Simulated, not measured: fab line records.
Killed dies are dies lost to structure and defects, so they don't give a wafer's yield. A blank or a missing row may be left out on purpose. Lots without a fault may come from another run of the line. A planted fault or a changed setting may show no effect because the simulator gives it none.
fab line records	flow sky130
[record] lots = 10	wafers = 30	lastDay = 50
route steps=708 shown VIA3@587 PAD_OPEN@708
lots untouched by any fault: they come from a run of this same line in which no faults occurred
startH: hours from the record's opening day to when the first of the lot's shown wafers began	waitH: how many hours have passed since the lot's step before this one	" identical to the entry in the row above	L1.1+2: one row covering several wafers at once	- no value, or no start was given	* or withheld: withheld	< > ~ a bound
route shown NAME@n: a module of which the file shows steps, and the number in the route of the first	usual: mean/standard deviation taken from wafers without a fault	same: alike in all rows	chamber/n: place in a boat	sites: each site's reading	_std_site: standard deviation across them	_edge_site: outer sites' mean less inner sites'	radiusMm: how far each site lies from the wafer's centre	mask NAME#n: copy n	behind: the last tool/chamber to shape the wafer	hold: why the lot was held/for how many hours/how that ended	device: names the non-switching transistor (n, p or np)	end of line: at the end of the route, the tests of the same wafers	a step given without rows: its recipe and nothing more	killed: count of dies lost to structure and defects at first sort (not the wafer's yield)	map: a wafer's dies, marking killed ones x, the rest . and places with no die _
set.NAME: the run value of the setting; set.NAME@STEP: its run value at that earlier step	model.NAME: the simulator's own value behind a step, which no gauge read
the route's steps for a sample of lots (tables are steps, rows are wafers)
services: the hour from which a tool's chamber was out of use, counted from the record's first day as startH (under 0 if before that day), plus the number of hours and why
[[steps]]
[step SKY_VIA3_ETCH_14]
[recipe] chemistry = N2/H2	target = BARC	ionEnergyEv = 200	sourceW = 500	biasW = 100	pressureMtorr = 30	n2FlowSccm = 100	h2FlowSccm = 200	stopOn = SiO2	timeS = 45.9	targetDepthA = 600
[usual] drypumpMotorCurrentA = 5.7/0.41	oesProductAu = 0.855/0.0053	throttleValvePct = 13.224/0.0091
lot.wafer	tool	chamber	startH	waitH	drypumpMotorCurrentA	oesProductAu	rfHoursCounterH	throttleValvePct
L231.1	rieDiel-01	2	923.30	0.0	5.5	0.853	15	13.236
L231.3	"	1	"	"	5.7	0.855	2	13.207
L231.6	"	3	"	"	6.7	0.851	-	13.222
L233.2	rieDiel-03	2	938.60	0.0	5.7	0.854	5	13.228
L233.4	"	0	"	"	6.1	0.861	8	13.210
L233.6	"	3	"	"	5.5	0.845	-	13.233
L235.2	rieDiel-03	2	950.93	0.0	5.7	0.854	6	13.216
L235.4	"	0	"	"	6.0	0.851	9	13.211
L235.5	"	1	"	"	6.0	0.852	-	13.234
L237.2	rieDiel-03	3	974.63	0.0	5.5	0.864	28	13.213
L237.5	"	3	"	"	5.5	0.858	-	13.230
L237.6	"	2	"	"	5.6	0.861	-	13.232
L239.1	rieDiel-02	1	984.68	0.0	5.8	0.858	15	13.227
L239.2	"	3	"	"	5.5	0.854	11	13.231
L239.3	"	0	"	"	5.1	0.858	20	13.233
L243.2	rieDiel-01	1	1010.93	0.0	5.7	0.848	4	13.227
L243.4	"	0	"	"	5.8	0.853	-	13.236
L243.6	"	1	"	"	5.7	0.852	-	13.234
L244.3	rieDiel-02	2	1020.45	0.0	5.7	0.851	13	13.211
L244.5	"	0	"	"	5.1	0.857	-	13.223
L244.6	"	3	"	"	5.5	0.855	-	13.230
L245.1	rieDiel-01	1	1030.90	0.0	5.7	0.865	5	13.218
L245.3	"	0	"	"	5.8	0.854	13	13.222
L245.6	"	1	"	"	5.7	0.864	-	13.223
L250.2	rieDiel-03	1	1064.93	0.0	5.9	0.849	7	13.229
L250.5	"	3	"	"	5.5	0.857	-	13.227
L250.6	"	0	"	"	6.0	0.852	-	13.219
L253.1	rieDiel-02	0	1079.18	0.0	5.2	0.851	23	13.231
L253.5	"	0	"	"	5.1	0.856	-	13.222
L253.6	"	1	"	"	5.8	0.859	-	13.228
[step SKY_VIA3_ETCH_15]
[recipe] target = SiO2	chemistry = C4F8/O2/Ar	targetDepthNm = 507	stopOn = TiN	maskMaterial = KrF-thick	sourceW = 1500	biasW = 1200	pressureMtorr = 40	c4f8FlowSccm = withheld	O2_flow_sccm = 6	Ar_flow_sccm = 300	timeS = 78
[usual] oesProductAu = 0.946/0.0053
lot.wafer	tool	chamber	startH	waitH	oesProductAu	rfHoursCounterH
L231.1	rieDiel-01	2	923.34	0.0	0.949	15
L231.3	"	1	"	"	0.941	2
L231.6	"	3	"	"	0.947	-
L233.2	rieDiel-03	2	938.64	0.0	0.938	5
L233.4	"	0	"	"	0.941	8
L233.6	"	3	"	"	0.947	-
L235.2	rieDiel-03	2	950.97	0.0	0.952	6
L235.4	"	0	"	"	0.949	9
L235.5	"	1	"	"	0.952	-
L237.2	rieDiel-03	3	974.67	0.0	0.951	28
L237.5	"	3	"	"	0.943	-
L237.6	"	2	"	"	0.954	-
L239.1	rieDiel-02	1	984.72	0.0	0.944	15
L239.2	"	3	"	"	0.943	11
L239.3	"	0	"	"	0.944	20
L243.2	rieDiel-01	1	1010.97	0.0	0.951	4
L243.4	"	0	"	"	0.937	-
L243.6	"	1	"	"	0.942	-
L244.3	rieDiel-02	2	1020.49	0.0	0.943	13
L244.5	"	0	"	"	0.942	-
L244.6	"	3	"	"	0.945	-
L245.1	rieDiel-01	1	1030.94	0.0	0.946	5
L245.3	"	0	"	"	0.944	13
L245.6	"	1	"	"	0.954	-
L250.2	rieDiel-03	1	1064.97	0.0	0.935	7
L250.5	"	3	"	"	0.948	-
L250.6	"	0	"	"	0.939	-
L253.1	rieDiel-02	0	1079.22	0.0	0.952	23
L253.5	"	0	"	"	0.946	-
L253.6	"	1	"	"	0.948	-
[step SKY_VIA3_SPUTTER_20]
[recipe] material = TiN	targetThkNm = 20	chamberPressurePa = 5	powerW = 4000	timeS = 80
[usual] throttleValvePct = 30.5/1.2
lot.wafer	tool	chamber	startH	waitH	throttleValvePct
L231.1	pvdSputter-01	-	924.03	0.0	29.8
L231.3	"	-	"	"	29.7
L231.6	"	-	"	"	30.8
L233.2	pvdSputter-01	-	939.30	0.0	31.0
L233.4	"	-	"	"	31.1
L233.6	"	-	"	"	29.4
L235.2	pvdSputter-03	-	951.62	0.0	28.3
L235.4	"	-	"	"	29.0
L235.5	"	-	"	"	29.1
L237.2	pvdSputter-02	-	975.32	0.0	30.4
L237.5	"	-	"	"	30.0
L237.6	"	-	"	"	30.6
L239.1	pvdSputter-02	-	985.37	0.0	30.2
L239.2	"	-	"	"	30.3
L239.3	"	-	"	"	33.6
L243.2	pvdSputter-03	-	1011.62	0.0	31.7
L243.4	"	-	"	"	28.9
L243.6	"	-	"	"	31.7
L244.3	pvdSputter-02	-	1021.14	0.0	33.4
L244.5	"	-	"	"	31.0
L244.6	"	-	"	"	30.6
L245.1	pvdSputter-01	-	1031.59	0.0	29.8
L245.3	"	-	"	"	30.9
L245.6	"	-	"	"	29.5
L250.2	pvdSputter-02	-	1065.67	0.0	30.7
L250.5	"	-	"	"	30.2
L250.6	"	-	"	"	30.2
L253.1	pvdSputter-01	-	1080.34	0.0	29.6
L253.5	"	-	"	"	29.6
L253.6	"	-	"	"	31.1
[step SKY_VIA3_CVD_21]
[recipe] material = W	targetThkNm = 390	timeS = 117.31	tempC = 400	pressureTorr = 40
[usual] heaterPowerW = 841/57	susceptorTempC = 400.03/0.23
lot.wafer	tool	chamber	startH	waitH	heaterPowerW	susceptorTempC
L231.1	cvdW-02	1	924.09	0.0	848	400.28
L231.3	"	1	"	"	828	399.89
L231.6	"	1	"	"	853	400.31
L233.2	cvdW-02	0	939.36	0.0	758	400.00
L233.4	"	1	"	"	853	400.07
L233.6	"	1	"	"	850	399.93
L235.2	cvdW-02	1	951.68	0.0	863	399.83
L235.4	"	0	"	"	755	399.69
L235.5	"	1	"	"	860	400.29
L237.2	cvdW-01	0	975.39	0.0	860	400.68
L237.5	"	1	"	"	915	400.06
L237.6	"	0	"	"	875	400.09
L239.1	cvdW-02	1	985.43	0.0	830	400.08
L239.2	"	0	"	"	754	400.17
L239.3	"	1	"	"	867	400.11
L243.2	cvdW-02	1	1011.69	0.0	829	399.63
L243.4	"	1	"	"	844	399.73
L243.6	"	0	"	"	760	399.76
L244.3	cvdW-02	0	1021.24	0.1	767	400.13
L244.5	"	1	"	"	872	399.93
L244.6	"	0	"	"	757	399.86
L245.1	cvdW-01	0	1031.65	0.0	864	400.24
L245.3	"	0	"	"	861	400.33
L245.6	"	1	"	"	907	400.27
L250.2	cvdW-01	1	1065.73	0.0	883	400.05
L250.5	"	1	"	"	919	400.17
L250.6	"	0	"	"	845	399.82
L253.1	cvdW-01	1	1080.40	0.0	901	400.28
L253.5	"	1	"	"	932	399.80
L253.6	"	0	"	"	873	400.25
[step SKY_VIA3_RS_MEAS_22]
[recipe] thkMeasGauge = four-point-probe	reads = W_of_VIA3_CVD_21+TiN_of_VIA3_SPUTTER_20
[usual] VIA3_W_RS = 0.296/0.004
lot.wafer	tool	chamber	startH	waitH	VIA3_W_RS[ohm/sq]
L231.1	filmMetro-02	-	924.22	0.1	0.295
L231.3	"	-	"	"	0.298
L231.6	"	-	"	"	0.296
L233.2	filmMetro-01	-	939.50	0.1	0.297
L233.4	"	-	"	"	0.292
L233.6	"	-	"	"	0.295
L235.2	filmMetro-02	-	951.83	0.1	0.291
L235.4	"	-	"	"	0.298
L235.5	"	-	"	"	0.294
L237.2	filmMetro-02	-	975.53	0.1	0.290
L237.5	"	-	"	"	0.298
L237.6	"	-	"	"	0.294
L239.1	filmMetro-01	-	985.56	0.1	0.291
L239.2	"	-	"	"	0.297
L239.3	"	-	"	"	0.293
L243.2	filmMetro-02	-	1011.83	0.1	0.553
L243.4	"	-	"	"	0.549
L243.6	"	-	"	"	0.572
L244.3	filmMetro-03	-	1021.37	0.1	0.570
L244.5	"	-	"	"	0.569
L244.6	"	-	"	"	0.575
L245.1	filmMetro-02	-	1031.78	0.1	0.291
L245.3	"	-	"	"	0.294
L245.6	"	-	"	"	0.292
L250.2	filmMetro-01	-	1065.87	0.1	0.291
L250.5	"	-	"	"	0.292
L250.6	"	-	"	"	0.287
L253.1	filmMetro-03	-	1080.53	0.1	0.290
L253.5	"	-	"	"	0.295
L253.6	"	-	"	"	0.294
[step SKY_VIA3_THK_MEAS_23]
[recipe] thkMeasGauge = xrf	reads = W_of_VIA3_CVD_21
[usual] VIA3_W_THK = 376/7.4
lot.wafer	tool	chamber	startH	waitH	VIA3_W_THK[nm]
L231.1	filmMetro-02	-	924.34	0.1	371
L231.3	"	-	"	"	369
L231.6	"	-	"	"	371
L233.2	filmMetro-01	-	939.61	0.1	371
L233.4	"	-	"	"	378
L233.6	"	-	"	"	376
L235.2	filmMetro-02	-	951.94	0.1	379
L235.4	"	-	"	"	372
L235.5	"	-	"	"	377
L237.2	filmMetro-02	-	975.64	0.1	379
L237.5	"	-	"	"	373
L237.6	"	-	"	"	376
L239.1	filmMetro-01	-	985.68	0.1	388
L239.2	"	-	"	"	380
L239.3	"	-	"	"	384
L243.2	filmMetro-02	-	1011.94	0.1	205
L243.4	"	-	"	"	206
L243.6	"	-	"	"	198
L244.3	filmMetro-03	-	1021.47	0.1	197
L244.5	"	-	"	"	198
L244.6	"	-	"	"	196
L245.1	filmMetro-02	-	1031.90	0.1	384
L245.3	"	-	"	"	380
L245.6	"	-	"	"	384
L250.2	filmMetro-01	-	1065.98	0.1	387
L250.5	"	-	"	"	383
L250.6	"	-	"	"	393
L253.1	filmMetro-03	-	1080.65	0.1	381
L253.5	"	-	"	"	374
L253.6	"	-	"	"	375
[step SKY_VIA3_CMP_24]
[recipe] stopOn = SiO2	tOverpolishS = 20	downForcePsi = 3.5	platenRpm = 60	targetThkNm = 0	padVelocityMS = 0.94248
[usual] motorCurrentA = 10.9/0.87	timeToEndpointS = 96/5.4
lot.wafer	tool	chamber	startH	waitH	motorCurrentA	timeToEndpointS
L231.1	cmp-01	3	924.40	0.1	12.6	88
L231.3	"	0	"	"	10.9	100
L231.6	"	0	"	"	10.6	99
L233.4	cmp-01	0	939.92	0.3	11.3	99
L233.2	"	1	"	"	9.6	84
L233.6	"	0	"	"	11.2	96
L235.4	cmp-01	3	951.99	0.0	13.1	87
L235.2	"	2	"	"	10.7	91
L235.5	"	3	"	"	13.0	92
L237.2	cmp-01	0	975.69	0.0	11.1	100
L237.6	"	0	"	"	11.1	101
L237.5	"	1	"	"	9.6	94
L239.2	cmp-01	3	985.74	0.0	12.6	92
L239.1	"	0	"	"	10.4	101
L239.3	"	1	"	"	10.0	89
L243.2	cmp-02	0	1012.12	0.2	11.5	51
L243.4	"	1	"	"	11.8	48
L243.6	"	0	"	"	11.0	45
L244.3	cmp-02	0	1021.51	0.0	11.3	52
L244.6	"	0	"	"	11.0	49
L244.5	"	1	"	"	11.4	53
L245.3	cmp-02	0	1031.96	0.0	10.6	97
L245.1	"	3	"	"	10.0	98
L245.6	"	0	"	"	10.6	95
L250.2	cmp-01	0	1066.08	0.1	11.2	101
L250.5	"	3	"	"	12.5	92
L250.6	"	0	"	"	10.5	105
L253.1	cmp-02	2	1080.71	0.1	10.9	102
L253.5	"	2	"	"	10.6	96
L253.6	"	3	"	"	9.8	90
[step SKY_PAD_OPEN_PROBE_99]
[usual] defectLimitedYield = 82.6/2	killed_at_M0_to_M3 = 44/7.3	killed_at_M4_up = 3.1/1.6	killedAtContacts = 24/5.4	killedAtFrontEnd = 15/4	killedAtOther = 0.2/0.49	killedDies = 86/10	killedOpen = 48/7.3	killedShort = 38/6.3	sort_bin_3_pad_short = 0.8/0.45	sort_bin_5_function = 10.3/1.5	sort_bin_6_memory = 6.3/1.2	sortNPass = 406/10	sortYieldPct = 82.6/2
[same] grossDies = 492	killedAtBackSide = 0	sort_bin_4_leakage[%] = 0	sort_bin_8_speed[%] = 0
lot.wafer	tool	chamber	startH	waitH	defectLimitedYield[%]	killed_at_M0_to_M3	killed_at_M4_up	killedAtContacts	killedAtFrontEnd	killedAtOther	killedDies	killedOpen	killedShort	sort_bin_3_pad_short[%]	sort_bin_5_function[%]	sort_bin_6_memory[%]	sortNPass	sortYieldPct[%]
L245.1	prober-02	-	1160.98	0.1	85.2	37	5	23	8	0	73	38	35	0.4	8.3	6.1	419	85.2
L245.3	prober-02	-	1161.08	0.2	81.1	51	0	29	13	0	93	55	38	0.6	12.0	6.3	399	81.1
L245.6	prober-02	-	1161.23	0.2	82.1	51	3	20	13	1	88	46	42	1.2	8.3	8.3	404	82.1
L250.2	prober-01	-	1185.85	0.1	82.1	39	7	31	11	0	88	47	41	1.2	8.5	8.1	404	82.1
L250.5	prober-01	-	1186.00	0.2	79.7	46	4	34	15	1	100	65	35	0.8	11.2	8.3	392	79.7
L250.6	prober-01	-	1186.05	0.2	80.5	40	3	30	23	0	96	52	44	2.0	12.0	5.5	396	80.5
// killed by level:class
L245.1 VIA2:geometricParticle:open=6 VIA3:geometricParticle:open=6 CONTACT:geometricParticle:open=6 LI_CONTACT:geometricParticle:short=5 LI_CONTACT:geometricParticle:open=5 LOCAL_INTERCONNECT:geometricParticle:short=5 METAL1:geometricParticle:short=4 METAL2:geometricParticle:short=4
L245.3 VIA1:geometricParticle:open=16 CONTACT:geometricParticle:open=10 VIA2:geometricParticle:open=9 LI_CONTACT:geometricParticle:open=7 LOCAL_INTERCONNECT:geometricParticle:short=6 METAL2:geometricParticle:short=6 VIA1:geometricParticle:short=5 METAL2:geometricParticle:open=5
L245.6 VIA1:geometricParticle:open=13 VIA2:geometricParticle:open=9 CONTACT:geometricParticle:open=6 METAL2:geometricParticle:short=6 VIA3:geometricParticle:short=6 FIELD_ISO:geometricParticle:short=5 LI_CONTACT:geometricParticle:open=5 METAL1:geometricParticle:short=5
L250.2 LI_CONTACT:geometricParticle:open=12 METAL2:geometricParticle:short=8 CONTACT:geometricParticle:open=7 METAL1:geometricParticle:short=6 LOCAL_INTERCONNECT:geometricParticle:short=5 CONTACT:geometricParticle:short=5 VIA1:geometricParticle:short=5 VIA2:geometricParticle:open=5
L250.5 CONTACT:geometricParticle:open=14 VIA1:geometricParticle:open=10 VIA2:geometricParticle:open=10 LI_CONTACT:geometricParticle:open=8 VIA3:geometricParticle:open=8 CONTACT:geometricParticle:short=7 POLY_GATE:geometricParticle:open=5 METAL2:geometricParticle:short=4
L250.6 VIA1:geometricParticle:open=13 CONTACT:geometricParticle:open=11 FIELD_ISO:geometricParticle:open=8 LOCAL_INTERCONNECT:geometricParticle:short=6 FIELD_ISO:geometricParticle:short=5 VIA2:geometricParticle:open=5 LI_CONTACT:geometricParticle:short=4 CONTACT:geometricParticle:short=4
[[services]]
tool	chamber	startH	hours	kind
cvdW-02	-	904.00	14.0	pm
cvdW-02	0	904.00	14.0	ventCycle
cmp-01	-	912.00	4.0	pm
pvdSputter-03	-	929.30	0.9	repair
rieDiel-01	2	933.45	2.8	repair
cmp-02	-	935.41	8.7	pm
pvdSputter-02	-	935.83	12.5	repair
cvdW-01	0	936.11	10.5	repair
rieDiel-01	3	946.20	14.8	repair
cvdW-02	1	954.95	3.3	repair
cmp-01	-	964.35	4.0	repair
rieDiel-01	1	972.92	35.8	repair
rieDiel-01	-	975.76	0.8	repair
rieDiel-01	2	982.82	7.4	repair
pvdSputter-03	-	1006.96	2.2	repair
rieDiel-01	2	1010.45	31.5	repair
cmp-01	-	1012.92	0.3	repair
cmp-01	-	1017.57	5.0	pm
rieDiel-01	3	1025.46	2.6	repair
pvdSputter-02	-	1027.40	8.6	repair
cmp-01	-	1033.11	0.6	repair
cmp-02	-	1034.12	1.6	repair
cmp-02	-	1066.20	1.7	repair
cmp-02	-	1074.51	2.5	repair
[[key]]
[firstSign] step = SKY_VIA3_RS_MEAS_22	reading = VIA3_W_RS	direction = up	sigmas = 67	usual = 0.296	struck = 0.565
[effect] step = SKY_VIA3_THK_MEAS_23	reading = VIA3_W_THK	direction = down	sigmas = 24	usual = 376	struck = 200
[effect] step = SKY_VIA3_CMP_24	reading = timeToEndpointS	direction = down	sigmas = 8.5	usual = *	struck = *
metAt SKY_VIA3_CVD_21
struckLots L243,L244
notActingAt SKY_VIA3_ETCH_14,SKY_VIA3_ETCH_15,SKY_VIA3_SPUTTER_20
onsetBetween 985.43 1011.69
[fault] kind = processParameterDrift	tool = cvdW-02	chamber = -	onsetH = 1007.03	steps = SKY_VIA3_CVD_21	channel = targetThkNm	offset = -180.36	shape = step	endH = 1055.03	actsIn = theseRecipesOnly	stated = 390
